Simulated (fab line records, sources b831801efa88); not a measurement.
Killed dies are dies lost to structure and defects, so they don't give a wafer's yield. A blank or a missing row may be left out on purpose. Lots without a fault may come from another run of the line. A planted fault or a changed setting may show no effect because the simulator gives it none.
fab line records | flow sky130
record lots=10 wafers=30 last_day=50
route steps=708 shown LI_CONTACT@381 LOCAL_INTERCONNECT@387 PAD_OPEN@708
lots that met no fault: from a run of the same line without faults
start_h: hours from the record's first day to the start of the lot's first wafer shown | wait_h: hours since the lot's step before | " the same as in the row above | L1.1+2: a row that stands for several wafers | - no value, or no start given | * or withheld: withheld | < > ~ a bound
route shown NAME@n: a module of which the file shows steps, and the number in the route of the first | usual: mean/standard deviation of fault-free wafers | same: alike in all rows | chamber/n: place in a boat | sites: the reading at each site | _std_site: their standard deviation | _edge_site: outer sites' mean less inner sites' | radius_mm: how far each site lies from the wafer's centre | mask NAME#n: copy n | behind: the tool/chamber that last shaped the wafer | hold: why the lot was held/for how many hours/how that ended | device: the transistor (n, p or np) that didn't switch | end of line: the same wafers' tests at the end of the route | a step without rows: its recipe alone | killed: dies lost to structure and defects at the first sort, not the wafer's yield | map: a wafer's dies, x killed, . not, _ none there
set.NAME: the setting as run; set.NAME@STEP: as run at that earlier step | model.NAME: the simulator's own value behind a step, which no gauge read
steps of the route over a sample of lots; a table a step, a row a wafer
services: from which hour (start_h, from the record's first day; less than 0 if before it) a tool's chamber was out of use, for how many hours, and why
## steps
# step SKY_LI_CONTACT_SPUTTER_19
# recipe material=Ti target_thk_nm=20 chamber_pressure_pa=5 power_w=2500 substrate_temp_c=200 time_s=106.37
# usual cathode_dc_power_W=2500.0/0.44 throttle_valve_pct=30.5/1
# columns lot.wafer tool chamber start_h wait_h cathode_dc_power_W throttle_valve_pct
L271.2 pvd_sputter-02 - 704.10 0.0 2500.1 30.7
L271.4 " - " " 2500.3 31.5
L271.6 " - " " 2500.0 29.2
L272.2 pvd_sputter-02 - 714.65 0.0 2499.6 29.7
L272.5 " - " " 2500.8 31.2
L272.6 " - " " 2500.5 29.3
L273.1 pvd_sputter-01 - 718.92 0.0 2499.8 31.6
L273.3 " - " " 2499.9 28.9
L273.6 " - " " 2499.6 32.0
L277.1 pvd_sputter-01 - 750.05 0.0 2500.0 31.4
L277.3 " - " " 2500.7 30.0
L277.4 " - " " 2500.2 32.0
L279.3 pvd_sputter-02 - 781.12 0.0 2500.0 29.2
L279.4 " - " " 2499.9 30.4
L279.6 " - " " 2499.8 30.9
L284.3 pvd_sputter-02 - 819.25 0.0 2500.3 29.2
L284.5 " - " " 2500.5 29.1
L284.6 " - " " 2499.3 31.2
L282.1 pvd_sputter-01 - 822.17 0.0 2499.9 31.5
L282.4 " - " " 2500.7 31.9
L282.5 " - " " 2500.0 31.2
L287.1 pvd_sputter-04 - 829.00 0.0 2500.3 32.4
L287.4 " - " " 2500.7 31.4
L287.5 " - " " 2499.8 31.6
L290.1 pvd_sputter-02 - 854.25 0.0 2499.4 29.2
L290.2 " - " " 2500.5 29.8
L290.3 " - " " 2499.9 31.2
L291.2 pvd_sputter-02 - 856.55 0.0 2499.2 29.5
L291.4 " - " " 2500.3 29.1
L291.5 " - " " 2499.3 30.9
# step SKY_LI_CONTACT_THK_MEAS_23
# recipe thk_meas_gauge=xrf reads=W_of_LI_CONTACT_CVD_21
# usual LI_CONTACT_W_THK=413/7
# columns lot.wafer tool chamber start_h wait_h LI_CONTACT_W_THK[nm]
L271.2 film_metro-01 - 704.49 0.1 406
L271.4 " - " " 410
L271.6 " - " " 404
L272.2 film_metro-02 - 715.04 0.1 424
L272.5 " - " " 423
L272.6 " - " " 434
L273.1 film_metro-03 - 719.30 0.1 414
L273.3 " - " " 411
L273.6 " - " " 417
L277.1 film_metro-03 - 750.43 0.1 407
L277.3 " - " " 410
L277.4 " - " " 412
L279.3 film_metro-01 - 781.52 0.1 410
L279.4 " - " " 414
L279.6 " - " " 406
L284.3 film_metro-03 - 819.65 0.1 426
L284.5 " - " " 419
L284.6 " - " " 416
L282.1 film_metro-03 - 822.55 0.1 420
L282.4 " - " " 416
L282.5 " - " " 418
L287.1 film_metro-02 - 829.38 0.1 426
L287.4 " - " " 423
L287.5 " - " " 421
L290.1 film_metro-03 - 854.64 0.1 415
L290.2 " - " " 411
L290.3 " - " " 410
L291.2 film_metro-03 - 856.94 0.1 419
L291.4 " - " " 422
L291.5 " - " " 421
# step SKY_LI_CONTACT_CMP_24
# recipe stop_on=PSG t_overpolish_s=20 down_force_psi=3.5 platen_rpm=60 target_thk_nm=0 pad_velocity_m_s=0.94248
# usual motor_current_A=10.2/0.98 overpolish_run_s=20.000/0.0087 time_to_endpoint_s=97/3.7
# columns lot.wafer tool chamber start_h wait_h motor_current_A overpolish_run_s time_to_endpoint_s
L271.2 cmp-01 2 704.54 0.0 9.9 19.998 93
L271.4 " 1 " " 11.8 20.009 91
L271.6 " 3 " " 8.7 19.991 97
L272.2 cmp-02 3 715.19 0.1 10.1 19.996 101
L272.5 " 1 " " 11.2 20.000 94
L272.6 " 2 " " 11.4 19.998 101
L273.3 cmp-02 3 719.41 0.1 9.2 19.999 107
L273.1 " 1 " " 11.0 19.983 101
L273.6 " 2 " " 11.2 19.996 103
L277.4 cmp-01 2 750.54 0.1 9.3 20.005 96
L277.1 " 3 " " 8.3 20.005 95
L277.3 " 0 " " 9.3 20.015 98
L279.3 cmp-01 3 781.82 0.3 8.6 20.011 99
L279.4 " 0 " " 9.9 19.997 100
L279.6 " 1 " " 11.3 20.001 97
L284.3 cmp-01 1 819.74 0.1 12.3 20.007 101
L284.6 " 0 " " 9.8 20.004 97
L284.5 " 1 " " 11.5 20.003 98
L282.4 cmp-01 3 822.61 0.0 8.9 20.002 97
L282.1 " 0 " " 9.6 20.011 99
L282.5 " 0 " " 9.9 20.003 98
L287.1 cmp-01 3 829.49 0.1 8.8 20.000 99
L287.4 " 0 " " 9.5 20.000 93
L287.5 " 3 " " 9.0 19.998 95
L290.3 cmp-02 0 854.70 0.0 10.1 20.000 90
L290.1 " 1 " " 11.0 20.001 92
L290.2 " 3 " " 9.7 19.998 98
L291.4 cmp-01 1 856.99 0.0 11.5 20.008 93
L291.2 " 3 " " 8.8 20.003 94
L291.5 " 2 " " 10.7 20.000 94
# step SKY_LOCAL_INTERCONNECT_SPUTTER_00
# recipe material=TiN target_thk_nm=100 temp_c=300 power_w=6500 time_s=83.3 chamber_pressure_pa=0.4
# usual cathode_dc_power_W=6500.0/1.2 throttle_valve_pct=30.6/1
# columns lot.wafer tool chamber start_h wait_h cathode_dc_power_W throttle_valve_pct
L271.2 pvd_sputter-03 - 704.84 0.2 6500.5 30.2
L271.4 " - " " 6498.5 31.9
L271.6 " - " " 6499.9 32.2
L272.2 pvd_sputter-03 - 715.39 0.1 6497.6 32.0
L272.5 " - " " 6499.7 32.3
L272.6 " - " " 6500.7 31.9
L273.1 pvd_sputter-02 - 719.66 0.1 6501.6 29.4
L273.3 " - " " 6499.4 30.5
L273.6 " - " " 6500.5 31.1
L277.1 pvd_sputter-02 - 750.79 0.1 6499.4 31.3
L277.3 " - " " 6498.7 29.1
L277.4 " - " " 6498.6 30.4
L279.3 pvd_sputter-02 - 782.02 0.1 6501.3 31.2
L279.4 " - " " 6500.4 29.3
L279.6 " - " " 6499.4 29.1
L284.3 pvd_sputter-02 - 819.99 0.2 5335.1 30.5
L284.5 " - " " 5333.8 29.7
L284.6 " - " " 5335.5 29.2
L282.1 pvd_sputter-02 - 822.91 0.2 5336.2 31.0
L282.4 " - " " 5336.1 29.3
L282.5 " - " " 5336.7 30.7
L287.1 pvd_sputter-03 - 829.74 0.2 6497.8 31.9
L287.4 " - " " 6500.2 30.3
L287.5 " - " " 6500.9 30.5
L290.1 pvd_sputter-03 - 855.00 0.2 6500.7 31.8
L290.2 " - " " 6499.9 30.0
L290.3 " - " " 6500.9 30.3
L291.2 pvd_sputter-01 - 857.29 0.1 6499.7 30.1
L291.4 " - " " 6501.2 32.1
L291.5 " - " " 6500.7 29.0
# step SKY_LOCAL_INTERCONNECT_RS_MEAS_01
# recipe thk_meas_gauge=four-point-probe reads=TiN_of_LOCAL_INTERCONNECT_SPUTTER_00
# usual LOCAL_INTERCONNECT_TIN_RS=14.11/0.15
# columns lot.wafer tool chamber start_h wait_h LOCAL_INTERCONNECT_TIN_RS[ohm/sq]
L271.2 film_metro-04 - 704.93 0.1 14.16
L271.4 " - " " 14.13
L271.6 " - " " 14.07
L272.2 film_metro-03 - 715.48 0.1 14.07
L272.5 " - " " 14.13
L272.6 " - " " 14.22
L273.1 film_metro-01 - 719.72 0.0 14.10
L273.3 " - " " 14.16
L273.6 " - " " 14.27
L277.1 film_metro-04 - 750.86 0.0 14.23
L277.3 " - " " 14.21
L277.4 " - " " 14.26
L279.3 film_metro-03 - 782.12 0.1 14.06
L279.4 " - " " 13.98
L279.6 " - " " 13.97
L284.3 film_metro-03 - 820.10 0.1 16.94
L284.5 " - " " 17.05
L284.6 " - " " 16.69
L282.1 film_metro-03 - 822.98 0.0 17.74
L282.4 " - " " 17.39
L282.5 " - " " 17.40
L287.1 film_metro-04 - 829.81 0.0 14.10
L287.4 " - " " 13.96
L287.5 " - " " 14.06
L290.1 film_metro-01 - 855.06 0.0 14.26
L290.2 " - " " 14.26
L290.3 " - " " 14.39
L291.2 film_metro-04 - 857.38 0.1 14.15
L291.4 " - " " 14.24
L291.5 " - " " 14.10
# step SKY_LOCAL_INTERCONNECT_THK_MEAS_02
# recipe thk_meas_gauge=xrf reads=TiN_of_LOCAL_INTERCONNECT_SPUTTER_00
# usual LOCAL_INTERCONNECT_TIN_THK=99.2/1.3
# columns lot.wafer tool chamber start_h wait_h LOCAL_INTERCONNECT_TIN_THK[nm]
L271.2 film_metro-04 - 705.04 0.1 98.7
L271.4 " - " " 98.9
L271.6 " - " " 99.5
L272.2 film_metro-03 - 715.59 0.1 100.3
L272.5 " - " " 100.2
L272.6 " - " " 99.3
L273.1 film_metro-01 - 719.84 0.1 98.9
L273.3 " - " " 98.3
L273.6 " - " " 97.4
L277.1 film_metro-04 - 750.98 0.1 98.4
L277.3 " - " " 98.9
L277.4 " - " " 98.4
L279.3 film_metro-03 - 782.22 0.1 99.9
L279.4 " - " " 100.4
L279.6 " - " " 101.2
L284.3 film_metro-03 - 820.20 0.1 83.6
L284.5 " - " " 83.4
L284.6 " - " " 84.9
L282.1 film_metro-03 - 823.10 0.1 80.4
L282.4 " - " " 81.6
L282.5 " - " " 81.5
L287.1 film_metro-04 - 829.93 0.1 98.6
L287.4 " - " " 100.2
L287.5 " - " " 98.7
L290.1 film_metro-01 - 855.18 0.1 97.4
L290.2 " - " " 97.4
L290.3 " - " " 96.3
L291.2 film_metro-04 - 857.49 0.1 98.7
L291.4 " - " " 98.2
L291.5 " - " " 99.0
# step SKY_LOCAL_INTERCONNECT_METAL_ETCH_14
# recipe target_depth_nm=110 stop_on=PSG chemistry=Cl2/BCl3 target=TiN resist_sidewall_deg=88 pressure_mtorr=10 icp_w=900 bias_w=48.5 Cl2_flow_sccm=60 bcl3_flow_sccm=30 time_s=31.4
# usual drypump_motor_current_A=5.7/0.47 oes_product_au=0.942/0.0077 throttle_valve_pct=21.900/0.01
# columns lot.wafer tool chamber start_h wait_h drypump_motor_current_A oes_product_au rf_hours_counter_h throttle_valve_pct
L271.2 rie_metal-01 1 733.06 0.0 5.2 0.939 12 21.893
L271.4 " 0 " " 6.4 0.933 - 21.897
L271.6 " 0 " " 6.4 0.945 - 21.903
L272.2 rie_metal-03 1 742.79 0.0 5.9 0.946 12 21.896
L272.5 " 1 " " 5.9 0.940 - 21.906
L272.6 " 0 " " 5.6 0.951 - 21.910
L273.1 rie_metal-03 0 746.94 0.0 5.6 0.942 2 21.901
L273.3 " 0 " " 5.6 0.938 - 21.900
L273.6 " 0 " " 5.6 0.932 - 21.904
L277.1 rie_metal-01 0 777.81 0.0 6.4 0.943 4 21.904
L277.3 " 0 " " 6.4 0.932 - 21.901
L277.4 " 1 " " 5.2 0.939 - 21.916
L279.3 rie_metal-02 0 808.87 0.0 4.8 0.951 - 21.906
L279.4 " 1 " " 5.6 0.944 - 21.909
L279.6 " 1 " " 5.7 0.949 - 21.887
L284.3 rie_metal-01 0 846.92 0.0 6.4 0.856 - 21.946
L284.5 " 0 " " 6.4 0.850 - 21.957
L284.6 " 1 " " 5.2 0.849 - 21.929
L282.1 rie_metal-03 0 849.26 0.0 5.7 0.834 5 21.980
L282.4 " 1 " " 6.0 0.839 - 21.972
L282.5 " 0 " " 5.6 0.834 - 21.979
L287.1 rie_metal-03 1 855.61 0.0 5.9 0.938 15 21.888
L287.4 " 0 " " 5.6 0.944 - 21.906
L287.5 " 0 " " 5.6 0.948 - 21.911
L290.1 rie_metal-02 1 881.56 0.0 5.7 0.937 7 21.904
L290.2 " 0 " " 4.8 0.942 16 21.921
L290.3 " 0 " " 4.8 0.930 - 21.908
L291.2 rie_metal-01 1 883.29 0.0 5.2 0.935 17 21.898
L291.4 " 0 " " 6.4 0.933 - 21.910
L291.5 " 1 " " 5.2 0.950 - 21.904
# step SKY_PAD_OPEN_PROBE_99
# usual killed_at_M0_to_M3=43/7.7 killed_at_M4_up=3.4/1.9 killed_at_contacts=25/5.6 killed_at_front_end=14/4.3 killed_at_other=0.2/0.5 killed_dies=86/10 killed_on_rim=17/4.1 killed_open=47/7.2 killed_short=39/6.7
# same gross_dies=492 killed_at_back_side=0
# columns lot.wafer tool chamber start_h wait_h killed_at_M0_to_M3 killed_at_M4_up killed_at_contacts killed_at_front_end killed_at_other killed_dies killed_on_rim killed_open killed_short
L282.1 prober-02 - 1178.29 0.1 55 3 20 12 0 90 16 47 43
L282.4 prober-02 - 1178.44 0.2 40 5 28 18 0 91 21 45 46
L282.5 prober-02 - 1178.49 0.2 43 2 32 16 0 93 19 48 45
L284.3 prober-01 - 1179.60 0.2 39 4 25 13 1 82 12 46 36
L284.5 prober-01 - 1179.70 0.2 50 2 28 21 1 102 22 52 50
L284.6 prober-01 - 1179.75 0.2 40 4 19 15 0 78 14 46 32
# killed by level:class
L282.1 CONTACT:geometric_particle:open=9 VIA2:geometric_particle:open=9 VIA1:geometric_particle:open=7 VIA1:geometric_particle:short=6 METAL1:geometric_particle:short=6 METAL2:geometric_particle:short=6 VIA3:geometric_particle:short=5 VIA3:geometric_particle:open=4
L282.4 CONTACT:geometric_particle:open=10 LI_CONTACT:geometric_particle:open=9 FIELD_ISO:geometric_particle:short=7 METAL1:geometric_particle:short=7 VIA2:geometric_particle:open=7 VIA1:geometric_particle:open=7 VIA1:geometric_particle:short=5 METAL2:geometric_particle:short=5
L282.5 VIA1:geometric_particle:open=12 CONTACT:geometric_particle:open=9 LI_CONTACT:geometric_particle:open=7 VIA1:geometric_particle:short=7 LOCAL_INTERCONNECT:geometric_particle:short=6 CONTACT:geometric_particle:short=5 METAL2:geometric_particle:short=5 FIELD_ISO:geometric_particle:open=4
L284.3 CONTACT:geometric_particle:open=11 VIA1:geometric_particle:open=10 METAL2:geometric_particle:short=10 FIELD_ISO:geometric_particle:open=6 VIA2:geometric_particle:open=5 CONTACT:geometric_particle:short=4 VIA3:geometric_particle:open=4 FIELD_ISO:geometric_particle:short=3
L284.5 CONTACT:geometric_particle:open=13 METAL1:geometric_particle:short=8 POLY_GATE:geometric_particle:short=7 VIA1:geometric_particle:open=7 METAL2:geometric_particle:short=7 VIA3:geometric_particle:open=7 VIA2:geometric_particle:open=5 LI_CONTACT:geometric_particle:open=4
L284.6 VIA3:geometric_particle:open=12 VIA1:geometric_particle:open=10 CONTACT:geometric_particle:open=7 FIELD_ISO:geometric_particle:short=6 METAL1:geometric_particle:short=5 CONTACT:geometric_particle:short=4 FIELD_ISO:geometric_particle:open=3 LI_CONTACT:geometric_particle:short=3
## services
# columns tool chamber start_h hours kind
rie_metal-03 - 682.92 1.4 pm
rie_metal-03 - 696.64 14.6 pm
pvd_sputter-04 - 713.84 3.0 repair
rie_metal-03 1 723.88 4.8 repair
pvd_sputter-02 - 736.49 1.7 repair
pvd_sputter-03 2 742.74 - consumable_replace:kit
pvd_sputter-03 2 742.74 18.0 scheduled_down
cmp-02 - 744.26 4.0 pm
pvd_sputter-04 - 753.35 3.0 repair
cmp-02 - 763.98 7.1 repair
pvd_sputter-02 - 764.27 1.9 repair
cmp-02 - 771.37 1.0 repair
pvd_sputter-01 - 775.56 2.4 repair
cmp-02 - 776.88 11.8 repair
cmp-02 - 783.87 12.0 repair
rie_metal-03 - 784.67 0.2 repair
cmp-01 - 796.02 7.4 pm
pvd_sputter-03 - 796.38 8.3 repair
cmp-02 - 812.85 1.7 repair
cmp-02 - 814.53 3.2 pm
cmp-02 - 819.42 8.4 pm
cmp-01 - 832.54 1.8 repair
cmp-01 - 837.20 4.2 pm
rie_metal-02 - 847.10 1.4 pm
## key
first_sign step=SKY_LOCAL_INTERCONNECT_SPUTTER_00 reading=cathode_dc_power_W direction=down sigmas=99+ usual=6500.0 struck=5335.6
effect step=SKY_LOCAL_INTERCONNECT_RS_MEAS_01 reading=LOCAL_INTERCONNECT_TIN_RS direction=up sigmas=20 usual=14.11 struck=17.20
effect step=SKY_LOCAL_INTERCONNECT_THK_MEAS_02 reading=LOCAL_INTERCONNECT_TIN_THK direction=down sigmas=13 usual=99.2 struck=82.6
effect step=SKY_LOCAL_INTERCONNECT_METAL_ETCH_14 reading=oes_product_au direction=down sigmas=13 usual=0.942 struck=0.844
met_at SKY_LOCAL_INTERCONNECT_SPUTTER_00
struck_lots L282,L284
tester_left_out L282,L284
not_acting_at SKY_LI_CONTACT_SPUTTER_19,SKY_LI_CONTACT_THK_MEAS_23,SKY_LI_CONTACT_CMP_24
onset_between 782.02 819.99
fault kind=process_parameter_drift tool=pvd_sputter-02 chamber=- onset_h=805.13 steps=SKY_LOCAL_INTERCONNECT_SPUTTER_00 channel=power_w offset=* shape=step end_h=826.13 acts_in=* stated=*
# tester_left_out: of these lots the tester's yield and bins aren't shown, on N5 and GAA mostly nor the transistor test; their killed dies are dies lost to structure and defects alone, not to doping, threshold or leakage, so they don't give the yield
